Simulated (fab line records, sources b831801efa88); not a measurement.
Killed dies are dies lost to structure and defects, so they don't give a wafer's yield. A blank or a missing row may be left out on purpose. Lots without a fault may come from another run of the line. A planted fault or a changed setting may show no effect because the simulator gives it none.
Which tool did it? | flow sky130 | 11 lots, 33 wafers sampled, at 5 steps of a route of 708

WHAT THE GAUGES READ, wafer by wafer
SKY_PASSIVATION_THK_MEAS_03. Usual: PASSIVATION_CVD_02_THK 540 nm, standard deviation 7.4.
lot  | measured     | on            | PASSIVATION_CVD_02_THK (nm) | flag
L942 | day 44 00:14 | film_metro-03 | 532 527 543                 |
L943 | day 44 07:53 | film_metro-03 | 535 546 540                 |
L944 | day 44 12:17 | film_metro-04 | 535 544 544                 |
L947 | day 45 11:28 | film_metro-01 | 522 537 537                 |
L949 | day 45 17:35 | film_metro-03 | 533 540 544                 |
L952 | day 46 16:26 | film_metro-04 | 534 539 539                 |
L954 | day 47 06:13 | film_metro-04 | 539 532 548                 |
L960 | day 48 21:19 | film_metro-01 | 527 546 545                 |
L962 | day 48 23:16 | film_metro-03 | 539 540 547                 |
L964 | day 49 06:42 | film_metro-04 | 538 538 547                 |
L965 | day 49 11:59 | film_metro-04 | 543 548 537                 |

WHICH TOOL RAN EACH LOT (tool, then ch and the chambers of the sampled wafers, then the start)
lot  | SKY_VIA4_STRIP_13                    | SKY_VIA4_CMP_21               | SKY_METAL5_COAT_09                | SKY_METAL5_STRIP_16
L942 | plasma_asher-03 ch 0, day 42 23:03   | cmp-02 ch 0,1,3, day 43 00:02 | litho_track-02 ch 0, day 43 11:09 | plasma_asher-01 ch 0,1, day 43 23:20
L943 | plasma_asher-03 ch 0,1, day 43 06:37 | cmp-01 ch 0,2,3, day 43 07:44 | litho_track-04 ch 0, day 43 19:08 | plasma_asher-04 ch 1, day 44 06:58
L944 | plasma_asher-02 ch 0,1, day 43 10:58 | cmp-02 ch 0,3, day 43 11:57   | litho_track-04 ch 0, day 44 00:10 | plasma_asher-03 ch 0,1, day 44 11:23
L947 | plasma_asher-03 ch 0, day 44 10:16   | cmp-02 ch 0,1, day 44 11:32   | litho_track-01 ch 0, day 44 23:10 | plasma_asher-01 ch 0,1, day 45 10:32
L949 | plasma_asher-02 ch 0,1, day 44 17:55 | cmp-01 ch 0,1, day 44 18:54   | litho_track-04 ch 0, day 45 06:35 | plasma_asher-01 ch 0,1, day 45 16:41
L952 | plasma_asher-02 ch 0,1, day 45 17:10 | cmp-01 ch 0,1, day 45 18:13   | litho_track-01 ch 0, day 46 05:44 | plasma_asher-01 ch 0,1, day 46 15:20
L954 | plasma_asher-04 ch 0,1, day 46 06:48 | cmp-01 ch 0,2,3, day 46 08:23 | litho_track-01 ch 0, day 46 18:07 | plasma_asher-03 ch 0,1, day 47 05:20
L960 | plasma_asher-02 ch 0,1, day 48 00:07 | cmp-01 ch 0,1,2, day 48 01:14 | litho_track-04 ch 0, day 48 09:58 | plasma_asher-01 ch 0,1, day 48 20:26
L962 | plasma_asher-04 ch 0,1, day 48 01:43 | cmp-02 ch 0,2,3, day 48 02:55 | litho_track-01 ch 0, day 48 11:32 | plasma_asher-04 ch 0,1, day 48 22:14
L964 | plasma_asher-03 ch 0, day 48 09:28   | cmp-02 ch 0,2,3, day 48 10:27 | litho_track-02 ch 0, day 48 20:47 | plasma_asher-04 ch 0,1, day 49 05:46
L965 | plasma_asher-04 ch 0,1, day 48 15:07 | cmp-02 ch 0,1,2, day 48 16:16 | litho_track-01 ch 0, day 49 01:55 | plasma_asher-04 ch 0,1, day 49 10:41
- SKY_VIA4_STRIP_13: strips in O2/N2.
- SKY_VIA4_CMP_21: polishes, stops on SiO2, t overpolish 25 s, target thk 0 nm.
- SKY_METAL5_COAT_09: resist thk 1800 nm.
- SKY_METAL5_STRIP_16: strips in O2/N2.

WHAT THE TOOLS THEMSELVES READ (means of the sampled wafers that have a number; where no wafer has one, the mark that the record gives instead)
SKY_VIA4_STRIP_13. Usual: drypump_motor_current_A 5.80 A, standard deviation 0.23; oes_product_au 0.709 a.u., standard deviation 0.0045; strip_time_to_endpoint_s 12.81 s, standard deviation 0.036.
lot  | tool            | drypump_motor_current_A (A) | oes_product_au (a.u.) | strip_time_to_endpoint_s (s) | flag
L942 | plasma_asher-03 | 5.79                        | 0.709                 | 12.80                        |
L943 | plasma_asher-03 | 5.75                        | 0.711                 | 12.77                        |
L944 | plasma_asher-02 | 5.91                        | 0.711                 | 12.85                        |
L947 | plasma_asher-03 | 5.81                        | 0.711                 | 12.81                        |
L949 | plasma_asher-02 | 5.97                        | 0.711                 | 12.81                        |
L952 | plasma_asher-02 | 5.97                        | 0.708                 | 12.79                        |
L954 | plasma_asher-04 | 5.50                        | 0.713                 | 12.80                        |
L960 | plasma_asher-02 | 5.88                        | 0.707                 | 12.82                        |
L962 | plasma_asher-04 | 5.52                        | 0.710                 | 12.91                        |
L964 | plasma_asher-03 | 5.83                        | 0.710                 | 12.82                        |
L965 | plasma_asher-04 | 5.52                        | 0.708                 | 12.84                        |

SKY_VIA4_CMP_21. Usual: motor_current_A 11.0 A, standard deviation 1.3; overpolish_run_s 25.000 s, standard deviation 0.0091; slurry_filter_dp_kPa 13.51 kPa, standard deviation 0.14; time_to_endpoint_s 124 s, standard deviation 4.8.
lot  | tool   | motor_current_A (A) | overpolish_run_s (s) | slurry_filter_dp_kPa (kPa) | time_to_endpoint_s (s) | flag
L942 | cmp-02 | 11.0                | 24.996               | 13.45                      | 128                    |
L943 | cmp-01 | 11.5                | 24.990               | 13.57                      | 120                    |
L944 | cmp-02 | 10.6                | 25.000               | 13.50                      | 129                    |
L947 | cmp-02 | 11.5                | 25.002               | 13.50                      | 125                    |
L949 | cmp-01 | 10.4                | 24.996               | 13.50                      | 118                    |
L952 | cmp-01 | 10.4                | 25.008               | 13.53                      | 120                    |
L954 | cmp-01 | 10.9                | 25.003               | 13.62                      | 121                    |
L960 | cmp-01 | 10.9                | 24.999               | 13.41                      | 127                    |
L962 | cmp-02 | 11.7                | 24.997               | 13.47                      | 125                    |
L964 | cmp-02 | 12.0                | 25.001               | 13.58                      | 123                    |
L965 | cmp-02 | 11.9                | 25.007               | 13.69                      | 124                    |

SKY_METAL5_COAT_09. Usual: resist_line_temp_C 23.01 C, standard deviation 0.11.
lot  | tool           | resist_line_temp_C (C) | flag
L942 | litho_track-02 | 23.14                  |
L943 | litho_track-04 | 23.00                  |
L944 | litho_track-04 | 22.96                  |
L947 | litho_track-01 | 22.99                  |
L949 | litho_track-04 | 23.04                  |
L952 | litho_track-01 | 22.99                  |
L954 | litho_track-01 | 23.09                  |
L960 | litho_track-04 | 23.03                  |
L962 | litho_track-01 | 23.15                  |
L964 | litho_track-02 | 23.03                  |
L965 | litho_track-01 | 22.97                  |

SKY_METAL5_STRIP_16. Usual: drypump_motor_current_A 5.9 A, standard deviation 0.42; oes_product_au 0.711 a.u., standard deviation 0.005; strip_time_to_endpoint_s 13.05 s, standard deviation 0.098.
lot  | tool            | drypump_motor_current_A (A) | oes_product_au (a.u.) | strip_time_to_endpoint_s (s) | flag
L942 | plasma_asher-01 | 6.3                         | 0.709                 | 12.96                        |
L943 | plasma_asher-04 | 5.3                         | 0.713                 | 13.16                        |
L944 | plasma_asher-03 | 5.8                         | 0.706                 | 13.18                        |
L947 | plasma_asher-01 | 6.5                         | 0.710                 | 13.05                        |
L949 | plasma_asher-01 | 6.3                         | 0.710                 | 12.97                        |
L952 | plasma_asher-01 | 6.3                         | 0.713                 | 13.07                        |
L954 | plasma_asher-03 | 5.7                         | 0.715                 | 13.14                        |
L960 | plasma_asher-01 | 6.3                         | 0.714                 | 14.39                        | OFF
L962 | plasma_asher-04 | 5.5                         | 0.713                 | 12.96                        |
L964 | plasma_asher-04 | 5.5                         | 0.707                 | 13.11                        |
L965 | plasma_asher-04 | 5.5                         | 0.710                 | 13.11                        |

THE ANSWER, worked out from the rows above alone
Rule: a lot is off if the mean of its wafers that have a number lies more than 3 standard deviations from the usual mean. A lot without any number at a reading at which 4 lots or more have one is off too. The other lots that the step has rows for count as sound. The gauges are gone through in route order, then the tools' own readings, and for those a lot's mean is taken as printed above. The first step at which some lot is off is used, and at that step the reading that is off furthest; a lot without a number counts as furthest.
Off: L960, at SKY_METAL5_STRIP_16 (strip_time_to_endpoint_s).
A tool fits if, at that step or a process step before it, it ran every lot that is off, and no sound lot after the first of them. Can't be told from this: 4 tools fit, plasma_asher-02 at SKY_VIA4_STRIP_13, cmp-01 at SKY_VIA4_CMP_21, litho_track-04 at SKY_METAL5_COAT_09, plasma_asher-01 at SKY_METAL5_STRIP_16.

WHAT THE SIMULATOR HAD PUT IN
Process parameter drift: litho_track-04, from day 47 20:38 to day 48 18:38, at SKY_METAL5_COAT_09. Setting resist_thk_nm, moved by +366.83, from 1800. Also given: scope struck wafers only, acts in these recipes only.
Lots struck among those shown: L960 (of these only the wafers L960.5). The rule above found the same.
